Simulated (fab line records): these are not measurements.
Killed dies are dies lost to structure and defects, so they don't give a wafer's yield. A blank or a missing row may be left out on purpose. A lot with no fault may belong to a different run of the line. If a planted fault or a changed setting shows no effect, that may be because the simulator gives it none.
One fault seen from 2 desks ; flow gf180mcu ; each desk holds nothing but its own numbers, with what lay behind them at the end

## FOR THE TOOL OWNER'S DESK: cvd w-01
The tool's own readings at GF_V3_CVD_23 (deposits W, target thk 350 nm, time 104.9 s): means of the sampled wafers that have a number, for each lot that ran on this tool. If a lot's mean is further than 4 standard deviations from the usual mean, the lot is out of limits and carries the mark OUT (the distance appears in the brackets).
Columns: A = heater power w at GF_V3_CVD_23, usual 846 W
lot;first seen here;A
L253;day 23 00:01;884
L254;day 23 04:05;873
L256;day 24 08:05;862
L257;day 24 09:57;891
Result from this desk: across the 4 lots, nothing is out of limits.

## METROLOGY DESK
What the gauges read, lot by lot, whatever tool the lot ran on: means of the sampled wafers that have a number. If a lot's mean is further than 4 standard deviations from the usual mean, the lot is out of limits and carries the mark OUT (the distance appears in the brackets).
Columns: A = V3_W_RS at GF_V3_RS_MEAS_24, usual 0.324 ohm/sq; B = V3_W_THK at GF_V3_THK_MEAS_25, usual 346 nm
lot;first seen here;A;B
L252;day 22 11:43;0.323;350
L253;day 23 00:08;0.328;340
L254;day 23 04:13;0.321;349
L256;day 24 08:13;0.208 (-19) OUT;522 (+28) OUT
L257;day 24 10:04;0.290 (-5.6) OUT;408 (+9.6) OUT
L260;day 25 09:56;0.322;346
L261;day 25 12:04;0.322;347
L264;day 26 19:52;0.327;344
L266;day 27 11:32;0.324;345
L267;day 27 21:16;0.325;344
L269;day 28 07:35;0.325;343
Finding of this desk: L256, L257 out of limits, first seen on L256 at day 24 08:13 (V3_W_RS at GF_V3_RS_MEAS_24). Within limits: L252, L253, L254, L260, L261, L264, L266, L267, L269.

## PUT TOGETHER
L256, L257 would have let the metrology desk raise an alarm at day 24 08:13.
The desk of the tool owner found nothing out of limits.
Tool owner's desk: L256, L257 on record, inside its limits.
On cvd w-01, each named lot ran GF_V3_CVD_23.

## WHAT WAS PUT IN BY THE SIMULATOR
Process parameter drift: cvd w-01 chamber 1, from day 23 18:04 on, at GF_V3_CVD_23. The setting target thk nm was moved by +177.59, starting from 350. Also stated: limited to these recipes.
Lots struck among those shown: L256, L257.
Time in hours between the start of the fault and the first out-of-limits reading at each desk: metrology desk, 14.
